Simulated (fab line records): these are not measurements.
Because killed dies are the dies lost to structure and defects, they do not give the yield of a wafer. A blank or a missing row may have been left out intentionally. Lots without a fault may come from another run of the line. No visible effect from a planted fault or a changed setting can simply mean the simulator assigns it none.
Problem report in the 8D (eight disciplines) form, filled by code || flow sky130 || the parts of the form that need people (team, actions taken, sign-off) are left out

## 1. THE PROBLEM
Wafers without a fault read 119.24 s, standard deviation 0.13; run-length-s at SKY_LOCAL_INTERCONNECT_SOFTBAKE_07 reads a mean of 131.35 s on 3 wafers belonging to 3 lots. Measured from the usual mean, that is +93 standard deviations.
The step: time 90 s.
The first sign was on wafer L697.5 at day 33 13:00, on litho-track-01. The record holds 38 wafers of 13 lots with a number at this step. Rule for "out" (also "out of limits"): further than 4 standard deviations from the usual mean. The other wafers with a number count as sound.

## 2. WHAT IT IS, AND WHAT IT ISN'T
{"question": "which readings at this step", "is": "run-length-s", "is not": "chill-plate-temp-C, heater-power-total-W"}
{"question": "which lots", "is": "L697, L698, L701", "is not": "L690, L691, L694, L696, L699, L707, L709, L710, L712, L713"}
{"question": "which wafers of those lots", "is": "L697.5, L698.4, L701.4", "is not": "L697.1, L697.2, L698.6, L701.3, L701.6"}
{"question": "read on which tools", "is": "litho-track-01", "is not": "litho-track-03, litho-track-04"}
{"question": "when", "is": "from day 33 13:00", "is not": "up to then (14 sound wafers); but 21 sound wafers of L698, L699, L701, L707, L709, L710, L712, L713 came after"}

## 3. WHAT RULES OUT EACH SUSPECT
Counting: any tool at a process step up to the reading remains a suspect provided it ran every lot that is out. Sound lots after the first of them don't rule it out here, since some wafers of a struck lot are sound.
- litho-track-01 at SKY_LOCAL_INTERCONNECT_SOFTBAKE_07 (time 90 s): kept. It ran every lot that is out, first L697 (day 33 13:00); its last sound lot up to then is L696 (day 33 04:00). Out on those wafers are its own readings of run-length-s.
Left after counting: litho-track-01 at SKY_LOCAL_INTERCONNECT_SOFTBAKE_07.

## 4. THE CAUSE (what the simulator had put in)
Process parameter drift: litho-track-01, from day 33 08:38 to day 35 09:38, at SKY_LOCAL_INTERCONNECT_SOFTBAKE_07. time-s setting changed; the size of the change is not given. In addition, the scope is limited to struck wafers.
This tool alone remained once counting was done.

## 5. SEQUENCE OF EFFECTS, ordered by route
One row per reading whose mean, taken over the struck wafers that have a number, lies over 3 standard deviations from the usual. Only readings for which the record gives a usual standard deviation are gone through. hours: the time from each lot's start at the first step in this table that gives one to its start at this step, as a median over the lots. sigmas: the change in usual standard deviations.
{"hours": 0, "step": "SKY_LOCAL_INTERCONNECT_SOFTBAKE_07", "reading": "run-length-s", "usual": "119.24 s", "on struck wafers": 131.35, "change": "+12.11", "sigmas": "+93"}
Here are the process steps it includes:
- SKY_LOCAL_INTERCONNECT_SOFTBAKE_07: time 90 s.

## 6. HOW IT WOULD HAVE BEEN CAUGHT EARLIER
The fault began at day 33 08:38; the first out-of-limits reading in this record came at day 33 13:00, 4 hours later.
